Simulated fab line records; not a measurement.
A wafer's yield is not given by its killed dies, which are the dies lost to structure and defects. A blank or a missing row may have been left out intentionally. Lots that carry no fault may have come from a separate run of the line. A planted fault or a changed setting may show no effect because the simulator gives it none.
Which tool was responsible?    flow gf180mcu    12 lots, 36 wafers sampled, at 5 steps of a route of 602

## WHAT THE GAUGES SHOWED, per wafer
GF_MIM_THK_MEAS_06. Usual: MIM_CVD_05_THK typically reads 42.0 nm, with standard deviation 0.59.
lot   measured      on             MIM_CVD_05_THK (nm)  flag
L763  day 24 15:30  film metro-03  41.6 42.9 42.4       
L764  day 25 04:22  film metro-03  41.3 43.3 41.8       
L765  day 25 19:07  film metro-01  41.2 40.3 41.2       
L766  day 26 02:25  film metro-01  41.3 42.0 41.7       
L768  day 26 13:28  film metro-02  41.5 41.3 42.2       
L769  day 26 20:15  film metro-01  42.4 42.8 43.0       
L770  day 27 07:42  film metro-02  41.7 42.6 42.9       
L771  day 27 16:01  film metro-02  41.8 42.2 42.6       
L772  day 27 22:40  film metro-02  41.6 42.1 41.9       
L773  day 28 11:07  film metro-02  41.9 42.8 42.1       
L774  day 28 18:35  film metro-02  41.7 41.5 42.7       
L780  day 30 02:58  film metro-02  41.4 43.8 41.6       

GF_MIM_THK_MEAS_11: measures by xrf. Usual: MIM_ALCU_THK typically reads 197.6 nm, with standard deviation 2.6.
lot   measured      on             MIM_ALCU_THK (nm)  flag
L763  day 24 15:47  film metro-02  193.1 198.4 192.6  
L764  day 25 04:38  film metro-02  197.5 199.8 200.7  
L765  day 25 19:23  film metro-01  197.0 200.6 196.4  
L766  day 26 02:42  film metro-02  198.2 199.0 199.7  
L768  day 26 13:45  film metro-01  197.8 194.2 196.1  
L769  day 26 20:32  film metro-02  197.3 200.2 200.1  
L770  day 27 07:59  film metro-02  197.9 203.8 203.7  
L771  day 27 16:17  film metro-03  194.8 199.3 198.2  
L772  day 27 22:57  film metro-03  198.2 199.7 193.2  
L773  day 28 11:24  film metro-02  198.5 196.7 198.0  
L774  day 28 18:52  film metro-01  194.3 197.1 197.4  
L780  day 30 03:14  film metro-01  194.9 197.4 198.8  

## WHAT TOOL EACH LOT RAN ON (gives the tool, then ch and the chambers of the sampled wafers, and finally the start)
lot   GF_V4_CMP_26                   GF_MIM_CVD_05                    GF_MIM_SPUTTER_07
L763  cmp-01 ch 1,2,3, day 24 15:04  pecvd-04 ch 0,2, day 24 15:26    pvd sputter-02, day 24 15:32
L764  cmp-01 ch 0,1,2, day 25 03:49  pecvd-04 ch 0,1, day 25 04:20    pvd sputter-04, day 25 04:25
L765  cmp-01 ch 0,1,3, day 25 18:34  pecvd-04 ch 1,2, day 25 19:05    pvd sputter-04, day 25 19:10
L766  cmp-01 ch 1,3, day 26 01:55    pecvd-04 ch 1,2, day 26 02:23    pvd sputter-04, day 26 02:29
L768  cmp-01 ch 0,1,2, day 26 13:01  pecvd-02 ch 0,2, day 26 13:26    pvd sputter-04, day 26 13:31
L769  cmp-01 ch 0,1,3, day 26 19:41  pecvd-01 ch 0,1,2, day 26 20:12  pvd sputter-04, day 26 20:18
L770  cmp-02 ch 2,3, day 27 07:08    pecvd-04 ch 0,2, day 27 07:40    pvd sputter-01, day 27 07:45
L771  cmp-02 ch 1,2,3, day 27 15:28  pecvd-02 ch 0,1,2, day 27 15:59  pvd sputter-04, day 27 16:04
L772  cmp-01 ch 0,1, day 27 22:05    pecvd-04 ch 0,1,2, day 27 22:37  pvd sputter-02, day 27 22:43
L773  cmp-02 ch 0,3, day 28 10:37    pecvd-02 ch 0,1,2, day 28 11:05  pvd sputter-04, day 28 11:11
L774  cmp-02 ch 0,2,3, day 28 18:04  pecvd-04 ch 0,2, day 28 18:32    pvd sputter-02, day 28 18:38
L780  cmp-01 ch 0,2,3, day 30 02:29  pecvd-02 ch 0,2, day 30 02:55    pvd sputter-01, day 30 03:00
- GF_V4_CMP_26: polishes, stops on SiO2, t overpolish 15 s, target thk 0 nm.
- GF_MIM_CVD_05: deposits Si3N4, target thk 42 nm, time 29.086 s.
- GF_MIM_SPUTTER_07: material TiN, target thk 60 nm, time 50 s.

## AS READ BY THE TOOLS THEMSELVES (means over the sampled wafers that have a number; for cases with no such wafer, the mark the record gives instead)
GF_V4_CMP_26. Usual: motor current A 10.7 A, standard deviation 0.88; overpolish run s 15.000 s, standard deviation 0.0089; time to endpoint s 85 s, standard deviation 4.1.
lot   tool    motor current A (A)  overpolish run s (s)  time to endpoint s (s)  flag
L763  cmp-01  10.2                 15.004                88                      
L764  cmp-01  10.9                 14.988                85                      
L765  cmp-01  10.1                 14.994                86                      
L766  cmp-01  9.2                  14.999                85                      
L768  cmp-01  10.9                 15.008                89                      
L769  cmp-01  10.1                 14.999                81                      
L770  cmp-02  10.9                 14.998                81                      
L771  cmp-02  11.2                 14.994                86                      
L772  cmp-01  10.2                 14.997                87                      
L773  cmp-02  11.2                 14.994                84                      
L774  cmp-02  10.9                 15.008                85                      
L780  cmp-01  10.3                 14.999                81                      

GF_MIM_CVD_05. Usual: heater power w reads 648 W (standard deviation 57).
lot   tool      heater power w (W)  flag
L763  pecvd-04  658                 
L764  pecvd-04  604                 
L765  pecvd-04  674                 
L766  pecvd-04  684                 
L768  pecvd-02  719                 
L769  pecvd-01  546                 
L770  pecvd-04  592                 
L771  pecvd-02  630                 
L772  pecvd-04  641                 
L773  pecvd-02  641                 
L774  pecvd-04  596                 
L780  pecvd-02  731                 

GF_MIM_SPUTTER_07. Usual: throttle valve pct reads 30.1 % (standard deviation 1.1).
lot   tool            throttle valve pct (%)  flag
L763  pvd sputter-02  28.5                    
L764  pvd sputter-04  31.0                    
L765  pvd sputter-04  30.8                    
L766  pvd sputter-04  30.7                    
L768  pvd sputter-04  30.4                    
L769  pvd sputter-04  30.5                    
L770  pvd sputter-01  29.3                    
L771  pvd sputter-04  31.1                    
L772  pvd sputter-02  29.4                    
L773  pvd sputter-04  31.4                    
L774  pvd sputter-02  30.2                    
L780  pvd sputter-01  29.2                    

## THE ANSWER, worked out from the rows above alone
Rule: a lot is off if the mean of its wafers that have a number lies more than 3 standard deviations from the usual mean. Also off: a lot with no number at a reading for which 4 or more lots have one. All remaining lots with rows at the step are treated as sound. Order of review: gauges by route order, followed by the tools' own readings, for which a lot's mean as printed above is used. The first step at which some lot is off is used, and at that step the reading that is off furthest; a lot without a number counts as furthest.
Nothing can be told from this: no lot is off at any reading shown.

## WHAT THE SIMULATOR HAD PUT IN
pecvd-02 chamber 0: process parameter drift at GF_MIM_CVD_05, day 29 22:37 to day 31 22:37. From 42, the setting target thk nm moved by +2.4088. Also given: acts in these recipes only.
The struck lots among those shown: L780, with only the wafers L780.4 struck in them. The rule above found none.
